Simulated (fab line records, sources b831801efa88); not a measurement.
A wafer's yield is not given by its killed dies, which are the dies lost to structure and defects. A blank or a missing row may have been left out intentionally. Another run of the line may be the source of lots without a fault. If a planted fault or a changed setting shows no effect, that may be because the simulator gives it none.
fab line records | flow sky130
record lots=6 | wafers=18 | lastDay=50
route steps=708 shown VIA1@460 PAD_OPEN@708
lots that met no fault: from a run of the same line without faults
startH: hours from the record's opening day to when the first of the lot's shown wafers began | waitH: hours elapsed since this lot's preceding step | " identical to the entry in the row above | L1.1+2: a single row standing in for several wafers | - no value, or no start was given | * or withheld: withheld | < > ~ a bound
route shown NAME@n: names a module that has steps shown in the file, with the first one's number in the route | usual: mean and standard deviation over wafers with no fault | same: alike in all rows | chamber/n: place in a boat | sites: the reading at each site | _std_site: standard deviation across them | _edge_site: the outer-site mean with the inner-site mean subtracted | radiusMm: how far each site lies from the wafer's centre | mask NAME#n: copy n | behind: the last tool/chamber to shape the wafer | hold: what put the lot on hold/how long, in hours/how the hold closed | device: the transistor (n, p or np) that didn't switch | end of line: at the end of the route, the tests of the same wafers | a step with no rows: only its recipe | killed: dies that structure and defects cost at the first sort, which is not the same as the wafer's yield | map: a wafer's dies, marking killed ones x, the rest . and places with no die _
set.NAME: the setting as run; set.NAME@STEP: as run at that earlier step | model.NAME: the simulator's own value behind a step, which no gauge read
lots at some steps of the route; a table a step, a row a wafer
services: when a tool's chamber went out of use (startH, in hours from the record's first day, below 0 if earlier), for how many hours, and the reason
## steps
# step SKY_VIA1_CMP_02
# recipe material=SiO2 | downForcePsi=4 | platenRpm=60 | padVelocityMS=0.94248
# usual motorCurrentA=12.2/1.3
lot.wafer | tool   | chamber | startH | waitH | motorCurrentA
L366.2    | cmp-01 | 0       | 772.54 | 0.1   | 14.1
L366.1    | "      | 1       | "      | "     | 11.1
L366.5    | "      | 3       | "      | "     | 11.1
L370.1    | cmp-02 | 0       | 822.62 | 0.1   | 13.3
L370.5    | "      | 0       | "      | "     | 12.7
L370.6    | "      | 1       | "      | "     | 12.6
L381.4    | cmp-01 | 3       | 887.53 | 0.0   | 11.0
L381.3    | "      | 1       | "      | "     | 11.3
L381.1    | "      | 2       | "      | "     | 13.1
L383.3    | cmp-01 | 0       | 912.61 | 0.0   | 13.9
L383.1    | "      | 3       | "      | "     | 11.6
L383.5    | "      | 0       | "      | "     | 13.6
L386.4    | cmp-01 | 0       | 926.83 | 0.2   | 14.1
L386.3    | "      | 1       | "      | "     | 12.0
L386.6    | "      | 1       | "      | "     | 11.6
L387.2    | cmp-02 | 0       | 929.27 | 0.1   | 13.9
L387.6    | "      | 3       | "      | "     | 9.9
L387.5    | "      | 0       | "      | "     | 13.2
# step SKY_VIA1_BOW_MEAS_03
# recipe mode=bow
# usual VIA1_BOW=81/7
lot.wafer | tool         | chamber | startH | waitH | VIA1_BOW[um]
L366.1    | filmMetro-04 | -       | 772.74 | 0.1   | 85
L366.2    | "            | -       | "      | "     | 72
L366.5    | "            | -       | "      | "     | 73
L370.1    | filmMetro-04 | -       | 822.92 | 0.2   | 75
L370.5    | "            | -       | "      | "     | 78
L370.6    | "            | -       | "      | "     | 82
L381.1    | filmMetro-01 | -       | 887.83 | 0.1   | 77
L381.3    | "            | -       | "      | "     | 80
L381.4    | "            | -       | "      | "     | 88
L383.1    | filmMetro-04 | -       | 912.91 | 0.1   | 96
L383.3    | "            | -       | "      | "     | 85
L383.5    | "            | -       | "      | "     | 85
L386.3    | filmMetro-03 | -       | 927.17 | 0.2   | 84
L386.4    | "            | -       | "      | "     | 89
L386.6    | "            | -       | "      | "     | 81
L387.2    | filmMetro-04 | -       | 929.54 | 0.2   | 82
L387.5    | "            | -       | "      | "     | 79
L387.6    | "            | -       | "      | "     | 81
# step SKY_VIA1_DEHYDRATE_04
# recipe tempC=200 | timeS=60
# step SKY_VIA1_HMDS_05
# recipe primeTimeS=60 | primeTempC=120
# step SKY_VIA1_COAT_06
# recipe resist=BARC | tempC=withheld | timeS=withheld | spinRpm=3000 | resistThkNm=60
# step SKY_VIA1_COAT_07
# recipe resist=KrF-thick | spinRpm=3000 | resistThkNm=450
# step SKY_VIA1_SOFTBAKE_08
# recipe tempC=100 | timeS=93.25 | resist=KrF-thick
# usual plateSensorTCentreC=100.88/0.01 | plateSensorTEdgeC=100.95/0.011
lot.wafer | tool          | chamber | startH | waitH | plateSensorTCentreC | plateSensorTEdgeC
L366.1    | lithoTrack-02 | 0       | -      | -     | 100.88              | 100.95
L366.2    | "             | 0       | "      | "     | 100.9               | 100.94
L366.5    | "             | 0       | "      | "     | 100.86              | 100.96
L370.1    | lithoTrack-04 | 0       | -      | -     | 100.88              | 100.95
L370.5    | "             | 0       | "      | "     | 100.89              | 100.94
L370.6    | "             | 0       | "      | "     | 100.88              | 100.95
L381.1    | lithoTrack-01 | 0       | -      | -     | 100.87              | 100.95
L381.3    | "             | 0       | "      | "     | 100.89              | 100.95
L381.4    | "             | 0       | "      | "     | 100.89              | 100.97
L383.1    | lithoTrack-02 | 0       | -      | -     | 100.87              | 100.96
L383.3    | "             | 0       | "      | "     | 100.87              | 100.96
L383.5    | "             | 0       | "      | "     | 100.87              | 100.97
L386.3    | lithoTrack-04 | 0       | -      | -     | 100.88              | 100.95
L386.4    | "             | 0       | "      | "     | 100.87              | 100.95
L386.6    | "             | 0       | "      | "     | 100.9               | 100.97
L387.2    | lithoTrack-02 | 0       | -      | -     | 100.88              | 100.97
L387.5    | "             | 0       | "      | "     | 100.87              | 100.94
L387.6    | "             | 0       | "      | "     | 100.89              | 100.96
# step SKY_VIA1_EXPOSE_09
# recipe maskId=VIM | na=0.8 | sourceShape=annular | sigmaInner=0.55 | sigmaOuter=0.85 | targetCdNm=150 | doseMj=38
# step SKY_VIA1_PEB_10
# recipe pebTempC=withheld | pebTimeS=withheld | resist=KrF-thick
# step SKY_VIA1_DEVELOP_11
# recipe developTimeS=60 | resist=KrF-thick | devTempC=21
# step SKY_VIA1_CD_MEAS_12
# recipe targetCdNm=150
# usual cdNm=150.4/1.6
lot.wafer | tool     | chamber | startH | waitH | cdNm
L366.1    | cdSem-01 | -       | 799.26 | -     | 151.3
L366.2    | "        | -       | "      | "     | 150.4
L366.5    | "        | -       | "      | "     | 151.0
L370.1    | cdSem-01 | -       | 849.66 | -     | 149.2
L370.5    | "        | -       | "      | "     | 148.9
L370.6    | "        | -       | "      | "     | 148.4
L381.1    | cdSem-01 | -       | 913.18 | -     | 152.0
L381.3    | "        | -       | "      | "     | 151.6
L381.4    | "        | -       | "      | "     | 152.3
L383.1    | cdSem-02 | -       | 937.21 | -     | 152.2
L383.3    | "        | -       | "      | "     | 153.2
L383.5    | "        | -       | "      | "     | 153.1
L386.3    | cdSem-01 | -       | 950.85 | -     | 150.4
L386.4    | "        | -       | "      | "     | 149.9
L386.6    | "        | -       | "      | "     | 151.0
L387.2    | cdSem-01 | -       | 953.84 | -     | 147.3
L387.5    | "        | -       | "      | "     | 149.3
L387.6    | "        | -       | "      | "     | 148.7
# step SKY_VIA1_OVL_MEAS_13
# usual VIA1_OVL=-2/4.4
lot.wafer | tool       | chamber | startH | waitH | VIA1_OVL[nm]
L366.1    | overlay-02 | -       | 799.38 | 0.1   | -9
L366.2    | "          | -       | "      | "     | -2
L366.5    | "          | -       | "      | "     | -9
L370.1    | overlay-02 | -       | 849.78 | 0.1   | -5
L370.5    | "          | -       | "      | "     | 5
L370.6    | "          | -       | "      | "     | 2
L381.1    | overlay-01 | -       | 913.30 | 0.1   | -4
L381.3    | "          | -       | "      | "     | -1
L381.4    | "          | -       | "      | "     | -3
L383.1    | overlay-01 | -       | 937.33 | 0.1   | 5
L383.3    | "          | -       | "      | "     | 7
L383.5    | "          | -       | "      | "     | 3
L386.3    | overlay-02 | -       | 950.94 | 0.1   | -1
L386.4    | "          | -       | "      | "     | -1
L386.6    | "          | -       | "      | "     | -1
L387.2    | overlay-02 | -       | 953.94 | 0.1   | -4
L387.5    | "          | -       | "      | "     | -8
L387.6    | "          | -       | "      | "     | -2
# step SKY_VIA1_ETCH_14
# recipe chemistry=N2/H2 | target=BARC | ionEnergyEv=200 | sourceW=500 | biasW=100 | pressureMtorr=30 | n2FlowSccm=100 | h2FlowSccm=200 | stopOn=SiO2 | timeS=45.9 | targetDepthA=600
# usual biasW=100.0/0.3 | drypumpMotorCurrentA=5.6/0.47 | h2FlowSccm=199.9/0.59 | oesProductAu=0.855/0.0047 | throttleValvePct=13.225/0.0088
lot.wafer | tool       | chamber | startH | waitH | biasW | drypumpMotorCurrentA | h2FlowSccm | oesProductAu | rfHoursCounterH | throttleValvePct | model.KrF-thick_of_VIA1_COAT_07.thkNm | model.etch.depthNm
L366.1    | rieDiel-02 | 0       | 799.41 | 0.0   | 99.9  | 6.2                  | 200.2      | 0.861        | 12              | 13.233           | 396.5                                 | 60.21
L366.2    | "          | 3       | "      | "     | 100.0 | 6.3                  | 200.9      | 0.858        | 10              | 13.232           | 394.7                                 | 60.18
L366.5    | "          | 0       | "      | "     | 99.9  | 6.2                  | 200.2      | 0.854        | -               | 13.213           | 397.3                                 | 60.12
L370.1    | rieDiel-04 | 3       | 849.81 | 0.0   | 99.9  | 5.3                  | 200.7      | 0.853        | 3               | 13.237           | 390.3                                 | 59.67
L370.5    | "          | 1       | "      | "     | 100.1 | 5.4                  | 200.2      | 0.849        | -               | 13.228           | 392.5                                 | 59.65
L370.6    | "          | 2       | "      | "     | 99.8  | 4.8                  | 200.0      | 0.853        | -               | 13.219           | 389.7                                 | 59.71
L381.1    | rieDiel-04 | 3       | 913.33 | 0.0   | 99.8  | 5.3                  | 199.8      | 0.845        | 4               | 13.244           | 403.7                                 | 58.66
L381.3    | "          | 0       | "      | "     | 100.5 | 5.7                  | 198.6      | 0.833        | 16              | 13.233           | 403.4                                 | 58.12
L381.4    | "          | 1       | "      | "     | 100.4 | 5.3                  | 199.9      | 0.826        | 5               | 13.225           | 404.9                                 | 55.73
L383.1    | rieDiel-04 | 1       | 937.36 | 0.0   | 100.5 | 5.3                  | 201.0      | 0.828        | 6               | 13.228           | 404.5                                 | 55.84
L383.3    | "          | 0       | "      | "     | 99.5  | 5.7                  | 199.5      | 0.823        | 17              | 13.235           | 403.2                                 | 57.23
L383.5    | "          | 0       | "      | "     | 100.0 | 5.7                  | 199.6      | 0.831        | -               | 13.220           | 404.6                                 | 57.15
L386.3    | rieDiel-02 | 1       | 950.96 | 0.0   | 100.1 | 5.4                  | 200.4      | 0.862        | 9               | 13.222           | 395.3                                 | 60.27
L386.4    | "          | 1       | "      | "     | 100.1 | 5.3                  | 200.1      | 0.855        | -               | 13.213           | 393.9                                 | 60.19
L386.6    | "          | 3       | "      | "     | 100.7 | 6.3                  | 199.9      | 0.858        | -               | 13.243           | 394.6                                 | 60.06
L387.2    | rieDiel-01 | 2       | 953.97 | 0.0   | 100.1 | 5.0                  | 198.4      | 0.863        | 22              | 13.233           | 394.3                                 | 59.99
L387.5    | "          | 3       | "      | "     | 100.3 | 6.2                  | 199.0      | 0.854        | -               | 13.228           | 393.8                                 | 59.84
L387.6    | "          | 0       | "      | "     | 99.7  | 5.6                  | 199.8      | 0.849        | -               | 13.226           | 392.6                                 | 59.93
# step SKY_VIA1_ETCH_15
# recipe target=SiO2 | chemistry=C4F8/O2/Ar | targetDepthNm=351 | stopOn=TiN | maskMaterial=KrF-thick | sourceW=1500 | biasW=1200 | pressureMtorr=40 | c4f8FlowSccm=withheld | O2_flow_sccm=6 | Ar_flow_sccm=300 | timeS=54
# usual biasW=1200/3.6 | oesProductAu=0.978/0.0071
lot.wafer | tool       | chamber | startH | waitH | biasW | oesProductAu | rfHoursCounterH | model.KrF-thick_of_VIA1_COAT_07.thkNm
L366.1    | rieDiel-02 | 0       | 799.45 | 0.0   | 1204  | 0.968        | 12              | 329.2
L366.2    | "          | 3       | "      | "     | 1196  | 0.974        | 10              | 323.9
L366.5    | "          | 0       | "      | "     | 1202  | 0.967        | -               | 330
L370.1    | rieDiel-04 | 3       | 849.86 | 0.0   | 1204  | 0.984        | 3               | 319.5
L370.5    | "          | 1       | "      | "     | 1204  | 0.970        | -               | 324.1
L370.6    | "          | 2       | "      | "     | 1207  | 0.982        | -               | 318.7
L381.1    | rieDiel-04 | 3       | 913.38 | 0.0   | 1201  | 0.984        | 4               | 332.1
L381.3    | "          | 0       | "      | "     | 1203  | 0.973        | 16              | 333.9
L381.4    | "          | 1       | "      | "     | 1199  | 0.915        | 5               | 337.1
L383.1    | rieDiel-04 | 1       | 937.41 | 0.0   | 1200  | 0.922        | 6               | 336.9
L383.3    | "          | 0       | "      | "     | 1195  | 0.961        | 17              | 334.5
L383.5    | "          | 0       | "      | "     | 1198  | 0.964        | -               | 335.5
L386.3    | rieDiel-02 | 1       | 951.01 | 0.0   | 1201  | 0.982        | 9               | 325.9
L386.4    | "          | 1       | "      | "     | 1200  | 0.983        | -               | 323.9
L386.6    | "          | 3       | "      | "     | 1204  | 0.987        | -               | 322.5
L387.2    | rieDiel-01 | 2       | 954.02 | 0.0   | 1204  | 0.967        | 22              | 326.1
L387.5    | "          | 3       | "      | "     | 1197  | 0.973        | -               | 324.6
L387.6    | "          | 0       | "      | "     | 1198  | 0.986        | -               | 321.6
# step SKY_VIA1_STRIP_16
# recipe chemistry=O2/N2 | powerW=1400 | pressureMtorr=1500 | platenTempC=withheld | o2FlowSccm=3000 | n2FlowSccm=300 | overashFraction=0.5
# usual drypumpMotorCurrentA=5.8/0.43 | oesProductAu=0.417/0.0048 | stripTimeToEndpointS=4.47/0.033
lot.wafer | tool           | chamber | startH | waitH | drypumpMotorCurrentA | oesProductAu | rfHoursCounterH | stripTimeToEndpointS
L366.1    | plasmaAsher-03 | 1       | 799.50 | 0.0   | 6.4                  | 0.425        | 5               | 4.54
L366.2    | "              | 0       | "      | "     | 5.8                  | 0.418        | 5               | 4.51
L366.5    | "              | 1       | "      | "     | 6.4                  | 0.410        | -               | 4.55
L370.1    | plasmaAsher-01 | 1       | 849.90 | 0.0   | 5.5                  | 0.413        | 99              | 4.43
L370.5    | "              | 0       | "      | "     | 5.9                  | 0.412        | -               | 4.47
L370.6    | "              | 1       | "      | "     | 5.5                  | 0.419        | -               | 4.42
L381.1    | plasmaAsher-02 | 0       | 913.42 | 0.0   | 5.0                  | 0.419        | 82              | 4.55
L381.3    | "              | 0       | "      | "     | 5.0                  | 0.424        | -               | 4.56
L381.4    | "              | 1       | "      | "     | 5.5                  | 0.428        | -               | 4.63
L383.1    | plasmaAsher-03 | 0       | 937.45 | 0.0   | 5.8                  | 0.423        | 18              | 4.60
L383.3    | "              | 0       | "      | "     | 5.8                  | 0.412        | -               | 4.57
L383.5    | "              | 1       | "      | "     | 6.5                  | 0.426        | -               | 4.61
L386.3    | plasmaAsher-01 | 1       | 951.09 | 0.1   | 5.5                  | 0.415        | -               | 4.48
L386.4    | "              | 0       | "      | "     | 5.9                  | 0.417        | -               | 4.48
L386.6    | "              | 1       | "      | "     | 5.5                  | 0.414        | -               | 4.46
L387.2    | plasmaAsher-01 | 0       | 954.06 | 0.0   | 5.9                  | 0.424        | 110             | 4.49
L387.5    | "              | 0       | "      | "     | 5.9                  | 0.418        | -               | 4.48
L387.6    | "              | 1       | "      | "     | 5.5                  | 0.422        | -               | 4.45
# step SKY_VIA1_STRIP_17
# recipe chemistry=postEtchResidueRemover | timeS=1200 | tempC=72.5
# step SKY_PAD_OPEN_PROBE_99
# usual killed_at_M0_to_M3=43/7.5 | killed_at_M4_up=2.8/1.8 | killedAtContacts=24/5.3 | killedAtFrontEnd=14/4.2 | killedAtOther=0.3/0.54 | killedDies=84/9.4 | killedOpen=46/7.1 | killedShort=38/6.6
# same grossDies=492 | killedAtBackSide=0
lot.wafer | tool      | chamber | startH  | waitH | killed_at_M0_to_M3 | killed_at_M4_up | killedAtContacts | killedAtFrontEnd | killedAtOther | killedDies | killedOpen | killedShort | model.etest.via1Chain.rcOhm | model.etest.tester.sort_bin_8_pct
L366.1    | prober-01 | -       | 1082.26 | 0.1   | 52                 | 2               | 25               | 13               | 0             | 92         | 48         | 44          | 16.43                       | 0
L366.2    | prober-01 | -       | 1082.31 | 0.1   | 52                 | 4               | 20               | 12               | 0             | 88         | 37         | 51          | 16.66                       | 0
L366.5    | prober-01 | -       | 1082.46 | 0.2   | 41                 | 1               | 25               | 6                | 1             | 74         | 40         | 34          | 15.56                       | 0
L370.1    | prober-02 | -       | 1123.46 | 0.1   | 57                 | 2               | 19               | 19               | 0             | 97         | 63         | 34          | 16.88                       | 0
L370.5    | prober-02 | -       | 1123.66 | 0.2   | 49                 | 1               | 22               | 11               | 0             | 83         | 41         | 41          | 16.41                       | 0
L370.6    | prober-02 | -       | 1123.71 | 0.2   | 52                 | 3               | 29               | 15               | 0             | 99         | 64         | 35          | 17.97                       | 0
L381.1    | prober-02 | -       | 1168.98 | 0.1   | 28                 | 4               | 34               | 13               | 0             | 79         | 45         | 34          | 17.56                       | 0
L381.3    | prober-02 | -       | 1169.08 | 0.2   | 52                 | 0               | 20               | 4                | 1             | 77         | 36         | 38          | 17.25                       | 0
L381.4    | prober-02 | -       | 1169.13 | 0.2   | 61                 | 5               | 30               | 6                | 0             | 102        | 42         | 39          | 26.43                       | 1.696e-05
L383.1    | prober-01 | -       | 1182.43 | 0.1   | 83                 | 2               | 25               | 11               | 0             | 121        | 47         | 43          | 21.77                       | -
L383.3    | prober-01 | -       | 1182.53 | 0.2   | 47                 | 1               | 15               | 13               | 0             | 76         | 37         | 33          | 17.88                       | -
L383.5    | prober-01 | -       | 1182.63 | 0.2   | 42                 | 2               | 29               | 14               | 0             | 87         | 45         | 34          | 17.47                       | -
L386.3    | prober-01 | -       | 1192.41 | 0.2   | 33                 | 1               | 24               | 14               | 0             | 72         | 41         | 31          | 16.79                       | 0
L386.4    | prober-01 | -       | 1192.46 | 0.2   | 58                 | 1               | 31               | 14               | 0             | 104        | 63         | 41          | 17.28                       | 0
L386.6    | prober-01 | -       | 1192.56 | 0.2   | 32                 | 3               | 34               | 8                | 0             | 77         | 40         | 37          | 16.27                       | 0
L387.2    | prober-01 | -       | 1194.27 | 0.1   | 42                 | 3               | 28               | 15               | 0             | 88         | 58         | 30          | 17                          | 0
L387.5    | prober-01 | -       | 1194.42 | 0.2   | 42                 | 7               | 23               | 10               | 0             | 82         | 41         | 41          | 17.74                       | 0
L387.6    | prober-01 | -       | 1194.47 | 0.2   | 42                 | 4               | 22               | 18               | 0             | 86         | 47         | 38          | 16.34                       | 0
# killed by level:class
L366.1 VIA1:geometricParticle:open=14 VIA2:geometricParticle:open=14 VIA1:geometricParticle:short=10 CONTACT:geometricParticle:short=9 CONTACT:geometricParticle:open=7 FIELD_ISO:geometricParticle:open=5 LOCAL_INTERCONNECT:geometricParticle:short=5 METAL2:geometricParticle:short=5
L366.2 VIA1:geometricParticle:open=12 CONTACT:geometricParticle:open=9 METAL2:geometricParticle:short=7 METAL3:geometricParticle:short=7 LOCAL_INTERCONNECT:geometricParticle:short=6 VIA1:geometricParticle:short=6 VIA2:geometricParticle:open=5 FIELD_ISO:geometricParticle:short=4
L366.5 CONTACT:geometricParticle:open=9 LI_CONTACT:geometricParticle:open=8 VIA1:geometricParticle:short=8 VIA1:geometricParticle:open=8 CONTACT:geometricParticle:short=5 VIA2:geometricParticle:open=5 METAL1:geometricParticle:short=4 VIA2:geometricParticle:short=4
L370.1 VIA1:geometricParticle:open=10 VIA3:geometricParticle:open=10 CONTACT:geometricParticle:open=10 METAL2:geometricParticle:short=10 VIA2:geometricParticle:open=8 FIELD_ISO:geometricParticle:open=7 POLY_GATE:geometricParticle:open=7 VIA1:geometricParticle:short=5
L370.5 VIA1:geometricParticle:open=9 CONTACT:geometricParticle:open=8 METAL2:geometricParticle:short=7 VIA1:geometricParticle:short=7 VIA3:geometricParticle:short=7 VIA3:geometricParticle:open=6 LI_CONTACT:geometricParticle:open=5 VIA2:geometricParticle:open=4
L370.6 CONTACT:geometricParticle:open=16 VIA1:geometricParticle:open=11 VIA3:geometricParticle:open=9 VIA1:geometricParticle:short=8 VIA2:geometricParticle:open=7 LI_CONTACT:geometricParticle:open=7 FIELD_ISO:geometricParticle:open=5 SPACER:geometricParticle:open=5
L381.1 CONTACT:geometricParticle:open=12 LI_CONTACT:geometricParticle:open=7 METAL2:geometricParticle:short=7 CONTACT:geometricParticle:short=6 VIA2:geometricParticle:open=6 VIA1:geometricParticle:open=5 FIELD_ISO:geometricParticle:open=4 VIA3:geometricParticle:open=4
L381.3 VIA2:geometricParticle:open=9 VIA1:geometricParticle:open=8 LI_CONTACT:geometricParticle:open=5 LOCAL_INTERCONNECT:geometricParticle:short=5 CONTACT:geometricParticle:open=5 VIA3:geometricParticle:short=5 VIA1:geometricParticle:short=5 METAL2:geometricParticle:short=5
L381.4 VIA1:areaEtch=21 CONTACT:geometricParticle:open=10 LI_CONTACT:geometricParticle:open=9 VIA1:geometricParticle:open=8 METAL2:geometricParticle:short=8 VIA3:geometricParticle:open=6 LI_CONTACT:geometricParticle:short=4 LOCAL_INTERCONNECT:geometricParticle:short=4
L383.1 VIA1:areaEtch=31 VIA2:geometricParticle:open=10 LI_CONTACT:geometricParticle:open=9 VIA1:geometricParticle:open=9 CONTACT:geometricParticle:open=6 METAL1:geometricParticle:short=6 FIELD_ISO:geometricParticle:short=5 VIA1:geometricParticle:short=5
L383.3 VIA2:geometricParticle:open=9 VIA1:geometricParticle:short=8 CONTACT:geometricParticle:open=8 FIELD_ISO:geometricParticle:short=7 VIA1:geometricParticle:open=7 VIA1:areaEtch=6 METAL2:geometricParticle:short=4 CONTACT:geometricParticle:short=3
L383.5 CONTACT:geometricParticle:open=13 VIA3:geometricParticle:open=8 VIA1:areaEtch=8 LI_CONTACT:geometricParticle:open=7 CONTACT:geometricParticle:short=5 VIA1:geometricParticle:open=5 FIELD_ISO:geometricParticle:open=4 VIA1:geometricParticle:short=4
L386.3 VIA1:geometricParticle:open=16 LI_CONTACT:geometricParticle:open=6 CONTACT:geometricParticle:open=5 LOCAL_INTERCONNECT:geometricParticle:short=5 VIA2:geometricParticle:open=5 POLY_GATE:geometricParticle:short=4 LI_CONTACT:geometricParticle:short=4 FIELD_ISO:geometricParticle:short=3
L386.4 VIA1:geometricParticle:open=23 CONTACT:geometricParticle:open=16 METAL1:geometricParticle:short=8 FIELD_ISO:geometricParticle:short=6 VIA1:geometricParticle:short=6 METAL2:geometricParticle:short=6 LI_CONTACT:geometricParticle:open=5 VIA3:geometricParticle:open=5
L386.6 LOCAL_INTERCONNECT:geometricParticle:short=11 LI_CONTACT:geometricParticle:open=10 METAL1:geometricParticle:short=8 CONTACT:geometricParticle:open=8 VIA1:geometricParticle:open=7 VIA2:geometricParticle:open=5 VIA3:geometricParticle:open=3 CONTACT:geometricParticle:short=3
L387.2 LI_CONTACT:geometricParticle:open=13 CONTACT:geometricParticle:open=10 VIA1:geometricParticle:open=9 VIA1:geometricParticle:short=9 POLY_GATE:geometricParticle:open=7 VIA2:geometricParticle:open=5 VIA3:geometricParticle:open=4 METAL2:geometricParticle:short=4
L387.5 VIA1:geometricParticle:open=8 CONTACT:geometricParticle:open=8 VIA2:geometricParticle:open=7 CONTACT:geometricParticle:short=6 VIA1:geometricParticle:short=6 FIELD_ISO:geometricParticle:open=5 METAL2:geometricParticle:short=5 VIA3:geometricParticle:short=5
L387.6 VIA1:geometricParticle:open=9 VIA2:geometricParticle:open=8 CONTACT:geometricParticle:open=7 FIELD_ISO:geometricParticle:short=6 LI_CONTACT:geometricParticle:open=6 VIA1:geometricParticle:short=6 VIA3:geometricParticle:open=6 FIELD_ISO:geometricParticle:open=4
## services
tool           | chamber | startH | hours | kind
plasmaAsher-03 | -       | 760.75 | 1.3   | repair
plasmaAsher-03 | -       | 765.17 | 0.7   | repair
plasmaAsher-03 | -       | 767.88 | 2.0   | repair
cmp-02         | -       | 778.09 | 8.8   | pm
rieDiel-02     | 2       | 799.03 | 5.4   | repair
rieDiel-02     | -       | 800.38 | 4.5   | repair
rieDiel-01     | 0       | 814.70 | 4.5   | repair
rieDiel-04     | -       | 817.82 | 2.8   | pm
rieDiel-01     | 0       | 819.16 | -     | clean
rieDiel-01     | 0       | 819.16 | 24.8  | scheduledDown
plasmaAsher-03 | -       | 828.68 | 3.6   | repair
rieDiel-02     | 0       | 832.26 | 15.3  | repair
rieDiel-02     | 1       | 832.79 | 4.4   | repair
rieDiel-01     | 0       | 846.98 | 7.5   | repair
cmp-02         | -       | 851.21 | 0.7   | repair
rieDiel-01     | -       | 863.21 | 0.4   | repair
rieDiel-02     | 3       | 893.07 | 5.3   | repair
cmp-01         | -       | 907.13 | 0.4   | repair
rieDiel-02     | -       | 907.38 | 0.3   | repair
cmp-02         | -       | 912.06 | 4.0   | pm
rieDiel-01     | -       | 926.90 | 15.6  | pm
rieDiel-02     | 2       | 940.18 | -     | clean
rieDiel-02     | 2       | 940.18 | 13.7  | scheduledDown
rieDiel-02     | 2       | 940.18 | 13.7  | ventCycle
## key
firstSign step=SKY_VIA1_ETCH_14 | reading=oesProductAu | direction=down | sigmas=5 | usual=0.855 | struck=0.831
effect step=SKY_VIA1_ETCH_15 | reading=oesProductAu | direction=down | sigmas=3.5 | usual=0.978 | struck=0.953 | wafersMoved=4
effect step=SKY_VIA1_STRIP_16 | reading=stripTimeToEndpointS | direction=up | sigmas=3.5 | usual=* | struck=*
modelEffect step=SKY_VIA1_ETCH_14 | value=KrF-thick_of_VIA1_COAT_07.thkNm | without=393.1 | struck=404
modelEffect step=SKY_VIA1_ETCH_15 | value=KrF-thick_of_VIA1_COAT_07.thkNm | without=324.1 | struck=335
modelEffect step=SKY_PAD_OPEN_PROBE_99 | value=etest.via1Chain.rcOhm | without=15.92 | struck=19.73
metAt SKY_VIA1_ETCH_14
struckWafers L381.1,L381.3,L381.4,L383.1,L383.3,L383.5
testerLeftOut L383
onsetBetween 849.81 913.33
earlierFault kind=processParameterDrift | tool=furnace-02 | chamber=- | onsetH=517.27 | steps=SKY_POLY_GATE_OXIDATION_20 | channel=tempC | offset=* | shape=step | endH=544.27 | actsIn=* | stated=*
fault kind=processParameterDrift | tool=rieDiel-04 | chamber=- | onsetH=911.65 | steps=SKY_VIA1_ETCH_14 | channel=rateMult | offset=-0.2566 | shape=step
# testerLeftOut: of these lots the tester's yield and bins aren't shown, on N5 and GAA mostly nor the transistor test; their killed dies are dies lost to structure and defects alone, not to doping, threshold or leakage, so they don't give the yield
